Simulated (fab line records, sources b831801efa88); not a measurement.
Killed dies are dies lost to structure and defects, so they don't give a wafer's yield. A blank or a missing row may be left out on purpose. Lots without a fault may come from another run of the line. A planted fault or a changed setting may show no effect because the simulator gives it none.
Which tool did it? | flow sky130 | 12 lots, 36 wafers sampled, at 6 steps of a route of 708

WHAT THE GAUGES READ, wafer by wafer
SKY_LDD_N_TW_MEAS_17. Usual: LDD_N_TW 2566, standard deviation 12.
lot  | measured     | on            | LDD_N_TW       | flag
L740 | day 18 13:04 | film_metro-03 | 2543 2556 2561 |
L743 | day 20 23:01 | film_metro-03 | 2571 2568 2584 |
L745 | day 21 03:47 | film_metro-03 | 2552 2554 2570 |
L744 | day 21 04:27 | film_metro-03 | 2555 2562 2556 |
L747 | day 22 16:42 | film_metro-04 | 2579 2564 2575 |
L751 | day 23 22:32 | film_metro-04 | 2572 2580 2562 |
L752 | day 24 03:15 | film_metro-03 | 2554 2542 2557 |
L754 | day 24 08:58 | film_metro-03 | 2545 2554 2550 |
L753 | day 24 10:30 | film_metro-01 | 2577 2585 2573 |
L756 | day 24 22:35 | film_metro-03 | 2557 2545 2547 |
L755 | day 25 00:16 | film_metro-01 | 2568 2572 2580 |
L758 | day 25 06:20 | film_metro-04 | 2571 2570 2579 |

SKY_RES_XHIGH_TW_MEAS_09. Usual: RES_XHIGH_TW 1636, standard deviation 9.6.
lot  | measured     | on            | RES_XHIGH_TW      | flag
L740 | day 27 14:40 | film_metro-01 | 1641 1642 1639    |
L743 | day 29 17:37 | film_metro-01 | 1649 1639 1643    |
L745 | day 29 20:44 | film_metro-01 | 1644 1637 1640    |
L744 | day 29 21:41 | film_metro-03 | 1611 1609 1617    |
L747 | day 31 05:53 | film_metro-01 | 1631 1642 1635    |
L751 | day 32 09:22 | film_metro-02 | 1632 1638 1646    |
L752 | day 32 13:59 | film_metro-02 | 30 30 30 30 30 30 | OFF
L754 | day 32 20:02 | film_metro-02 | 30 30 30 30 30 30 | OFF
L753 | day 32 21:43 | film_metro-02 | 30 30 30 30 30 30 | OFF
L756 | day 33 06:08 | film_metro-03 | 1628 1639 1640    |
L755 | day 33 07:14 | film_metro-02 | 1658 1646 1650    |
L758 | day 33 14:46 | film_metro-03 | 1642 1637 1633    |

SKY_SD_N_RS_MEAS_17: measures by four-point-probe. Usual: SD_P_RS 147.3 ohm/sq, standard deviation 0.38.
lot  | measured     | on            | SD_P_RS (ohm/sq)  | flag
L740 | day 28 19:02 | film_metro-02 | 147.4 147.3 147.2 |
L743 | day 30 22:03 | film_metro-01 | 147.4 147.6 147.8 |
L745 | day 31 00:44 | film_metro-01 | 147.8 147.6 147.3 |
L744 | day 31 02:31 | film_metro-02 | 147.0 146.7 146.7 |
L747 | day 32 09:56 | film_metro-01 | 147.5 147.3 147.1 |
L751 | day 33 13:32 | film_metro-03 | 147.0 147.5 147.6 |
L756 | day 34 08:53 | film_metro-01 | 147.5 147.3 147.3 |
L755 | day 34 10:38 | film_metro-03 | 147.9 147.7 147.7 |
L758 | day 34 18:26 | film_metro-02 | 147.2 147.1 146.8 |

SKY_LI_CONTACT_BOW_MEAS_03. Usual: LI_CONTACT_BOW 55 um, standard deviation 6.6.
lot  | measured     | on            | LI_CONTACT_BOW (um) | flag
L740 | day 28 19:47 | film_metro-02 | 50 48 55            |
L743 | day 30 22:46 | film_metro-01 | 57 62 63            |
L745 | day 31 01:28 | film_metro-01 | 54 48 51            |
L744 | day 31 03:14 | film_metro-01 | 49 54 56            |
L747 | day 32 10:40 | film_metro-03 | 49 52 43            |
L751 | day 33 14:16 | film_metro-03 | 58 56 51            |
L756 | day 34 09:37 | film_metro-01 | 61 54 50            |
L755 | day 34 11:22 | film_metro-03 | 65 42 56            |
L758 | day 34 19:09 | film_metro-02 | 56 63 61            |

WHICH TOOL RAN EACH LOT (tool, then ch and the chambers of the sampled wafers, then the start)
lot  | SKY_SD_P_STRIP_10                    | SKY_RES_XHIGH_STRIP_08
L740 | plasma_asher-04 ch 0,1, day 26 09:04 | plasma_asher-03 ch 0,1, day 27 14:34
L743 | plasma_asher-01 ch 0,1, day 28 13:22 | plasma_asher-01 ch 0,1, day 29 17:31
L745 | plasma_asher-03 ch 0,1, day 28 16:58 | plasma_asher-03 ch 0,1, day 29 20:38
L744 | plasma_asher-01 ch 0,1, day 28 17:26 | plasma_asher-03 ch 0,1, day 29 21:35
L747 | plasma_asher-04 ch 0,1, day 30 01:48 | plasma_asher-02 ch 0,1, day 31 05:47
L751 | plasma_asher-04 ch 0,1, day 31 06:06 | plasma_asher-03 ch 0,1, day 32 09:16
L752 | plasma_asher-01 ch 0,1, day 31 10:27 | plasma_asher-03 ch 0,1, day 32 13:53
L754 | plasma_asher-01 ch 0,1, day 31 17:37 | plasma_asher-02 ch 0,1, day 32 19:56
L753 | plasma_asher-01 ch 0,1, day 31 18:40 | plasma_asher-01 ch 0,1, day 32 21:37
L756 | plasma_asher-01 ch 0,1, day 32 02:46 | plasma_asher-01 ch 0,1, day 33 06:01
L755 | plasma_asher-01 ch 0,1, day 32 04:31 | plasma_asher-02 ch 1, day 33 07:07
L758 | plasma_asher-03 ch 1, day 32 11:13   | plasma_asher-03 ch 0,1, day 33 14:40
- SKY_SD_P_STRIP_10: strips in O2/N2.
- SKY_RES_XHIGH_STRIP_08: strips in O2/N2.

WHAT THE TOOLS THEMSELVES READ (means of the sampled wafers that have a number; where no wafer has one, the mark that the record gives instead)
SKY_SD_P_STRIP_10. Usual: chamber_pressure_mTorr 1500.1 mTorr, standard deviation 1.4; drypump_motor_current_A 5.5 A, standard deviation 0.41; oes_product_au 0.619 a.u., standard deviation 0.0051; strip_time_to_endpoint_s 17.45 s, standard deviation 0.039.
lot  | tool            | chamber_pressure_mTorr (mTorr) | drypump_motor_current_A (A) | oes_product_au (a.u.) | strip_time_to_endpoint_s (s) | flag
L740 | plasma_asher-04 | 1499.2                         | 5.4                         | 0.618                 | 17.47                        |
L743 | plasma_asher-01 | 1500.8                         | 5.4                         | 0.618                 | 17.52                        |
L745 | plasma_asher-03 | 1499.9                         | 5.6                         | 0.622                 | 17.45                        |
L744 | plasma_asher-01 | 1501.5                         | 5.2                         | 0.617                 | 17.49                        |
L747 | plasma_asher-04 | 1499.1                         | 5.5                         | 0.622                 | 17.40                        |
L751 | plasma_asher-04 | 1501.9                         | 5.6                         | 0.613                 | 17.47                        |
L752 | plasma_asher-01 | -                              | -                           | -                     | -                            | OFF
L754 | plasma_asher-01 | -                              | -                           | -                     | -                            | OFF
L753 | plasma_asher-01 | -                              | -                           | -                     | -                            | OFF
L756 | plasma_asher-01 | 1499.5                         | 5.2                         | 0.618                 | 17.44                        |
L755 | plasma_asher-01 | 1499.9                         | 5.4                         | 0.620                 | 17.45                        |
L758 | plasma_asher-03 | 1500.4                         | 6.2                         | 0.615                 | 17.45                        |

SKY_RES_XHIGH_STRIP_08. Usual: chamber_pressure_mTorr 1499.9 mTorr, standard deviation 1.2; drypump_motor_current_A 5.6 A, standard deviation 0.48; oes_product_au 0.711 a.u., standard deviation 0.0046; strip_time_to_endpoint_s 14.30 s, standard deviation 0.04.
lot  | tool            | chamber_pressure_mTorr (mTorr) | drypump_motor_current_A (A) | oes_product_au (a.u.) | strip_time_to_endpoint_s (s) | flag
L740 | plasma_asher-03 | 1499.5                         | 5.6                         | 0.716                 | 14.31                        |
L743 | plasma_asher-01 | 1499.1                         | 5.5                         | 0.712                 | 14.38                        |
L745 | plasma_asher-03 | 1499.4                         | 5.9                         | 0.707                 | 14.27                        |
L744 | plasma_asher-03 | 1500.5                         | 5.6                         | 0.710                 | 14.34                        |
L747 | plasma_asher-02 | 1499.5                         | 5.8                         | 0.708                 | 14.32                        |
L751 | plasma_asher-03 | 1498.4                         | 5.9                         | 0.709                 | 14.33                        |
L752 | plasma_asher-03 | 1501.1                         | 5.6                         | 0.718                 | 31.36                        | OFF
L754 | plasma_asher-02 | 1499.9                         | 5.8                         | 0.718                 | 31.36                        | OFF
L753 | plasma_asher-01 | 1500.4                         | 5.4                         | 0.715                 | 31.38                        | OFF
L756 | plasma_asher-01 | 1499.1                         | 5.4                         | 0.713                 | 14.32                        |
L755 | plasma_asher-02 | 1499.3                         | 5.2                         | 0.711                 | 14.28                        |
L758 | plasma_asher-03 | 1499.6                         | 5.9                         | 0.712                 | 14.26                        |

THE ANSWER, worked out from the rows above alone
Rule: a lot is off if the mean of its wafers that have a number lies more than 3 standard deviations from the usual mean. A lot without any number at a reading at which 4 lots or more have one is off too. The other lots that the step has rows for count as sound. The gauges are gone through in route order, then the tools' own readings, and for those a lot's mean is taken as printed above. The first step at which some lot is off is used, and at that step the reading that is off furthest; a lot without a number counts as furthest.
Off: L752, L754, L753, at SKY_RES_XHIGH_TW_MEAS_09 (RES_XHIGH_TW).
A tool fits if, at a process step before that reading, it ran every lot that is off, and no sound lot after the first of them. The gauges at SKY_RES_XHIGH_TW_MEAS_09 aren't tried: what is off there is off at SKY_SD_P_STRIP_10 too, on other tools, and a gauge's error can't cause that. None of those tried fits.

WHAT THE SIMULATOR HAD PUT IN
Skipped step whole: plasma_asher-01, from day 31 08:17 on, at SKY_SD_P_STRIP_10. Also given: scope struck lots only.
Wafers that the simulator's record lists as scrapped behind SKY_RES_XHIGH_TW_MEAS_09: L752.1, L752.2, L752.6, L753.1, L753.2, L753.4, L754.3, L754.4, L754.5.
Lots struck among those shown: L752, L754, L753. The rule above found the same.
